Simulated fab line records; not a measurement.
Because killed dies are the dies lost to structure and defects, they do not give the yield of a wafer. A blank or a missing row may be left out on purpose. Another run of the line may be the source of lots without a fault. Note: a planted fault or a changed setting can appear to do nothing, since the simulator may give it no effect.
Which tool was responsible? / flow gf180mcu / Sampling: 6 lots, 18 wafers, 3 of 602 route steps

## WHAT THE GAUGES SHOWED, per wafer
GF_VT_IMPLANT_RS_MEAS_47: the measuring method here is four-point-probe.
lot=L289; measured=day 7 18:31; on=film_metro-01; NWELL_RS (ohm/sq)=487.0 486.4 487.8
lot=L292; measured=day 8 17:20; on=film_metro-01; NWELL_RS (ohm/sq)=486.8 487.1 487.7
lot=L296; measured=day 9 20:17; on=film_metro-01; NWELL_RS (ohm/sq)=490.4 489.9 491.0
lot=L300; measured=day 11 00:56; on=film_metro-01; NWELL_RS (ohm/sq)=487.0 489.3 487.3
lot=L304; measured=day 12 01:50; on=film_metro-03; NWELL_RS (ohm/sq)=476.2 475.4 474.9
lot=L308; measured=day 13 02:56; on=film_metro-03; NWELL_RS (ohm/sq)=475.4 474.4 474.8

## TOOL THAT RAN EACH LOT (tool first, then ch and the chambers of the sampled wafers, then the start)
lot=L289; GF_NWELL_IMPLANT_09=implanter-01 ch 0, day 3 12:00; GF_MVSD_STRIP_10=plasma_asher-04 ch 0,1, day 4 14:57
lot=L292; GF_NWELL_IMPLANT_09=implanter-03 ch 0, day 4 05:04; GF_MVSD_STRIP_10=plasma_asher-04 ch 0,1, day 5 09:42
lot=L296; GF_NWELL_IMPLANT_09=implanter-01 ch 0, day 5 04:10; GF_MVSD_STRIP_10=plasma_asher-01 ch 1, day 6 10:18
lot=L300; GF_NWELL_IMPLANT_09=implanter-01 ch 0, day 6 03:06; GF_MVSD_STRIP_10=plasma_asher-02 ch 0,1, day 7 11:24
lot=L304; GF_NWELL_IMPLANT_09=implanter-01 ch 0, day 7 00:21; GF_MVSD_STRIP_10=plasma_asher-04 ch 0,1, day 8 08:20
lot=L308; GF_NWELL_IMPLANT_09=implanter-01 ch 0, day 7 21:34; GF_MVSD_STRIP_10=plasma_asher-02 ch 0,1, day 9 06:07
- GF_NWELL_IMPLANT_09
- GF_MVSD_STRIP_10: strips in O2/N2.

## THE ANSWER, worked out from the rows above alone
Rule: what is usual is taken from the lots themselves. The widest of any qualifying gaps counts: lots, ordered by their means at a reading, are off when they make up no more than a third of the lots, leave a main group of 4 or more, and stand apart from it by 3 or more times the standard deviation of that group's means. The tables above print the reading to a certain number of digits; a main group whose means all agree to those digits is not used. A lot without any number at a reading at which 4 lots or more have one is off too. All remaining lots with rows at the step are treated as sound.
Off: L304, L308, at GF_VT_IMPLANT_RS_MEAS_47 (NWELL_RS). Mean 488.1 ohm/sq and standard deviation 1.4 in the main group.
If a tool, at a process step before that reading, ran all the lots that are off and no sound lot after the first of them, it fits. The gauges at GF_VT_IMPLANT_RS_MEAS_47 are tried like those tools. This does not decide it: 2 tools fit, namely implanter-01 at GF_NWELL_IMPLANT_09 and film_metro-03 at GF_VT_IMPLANT_RS_MEAS_47.

## WHAT WAS PUT IN BY THE SIMULATOR
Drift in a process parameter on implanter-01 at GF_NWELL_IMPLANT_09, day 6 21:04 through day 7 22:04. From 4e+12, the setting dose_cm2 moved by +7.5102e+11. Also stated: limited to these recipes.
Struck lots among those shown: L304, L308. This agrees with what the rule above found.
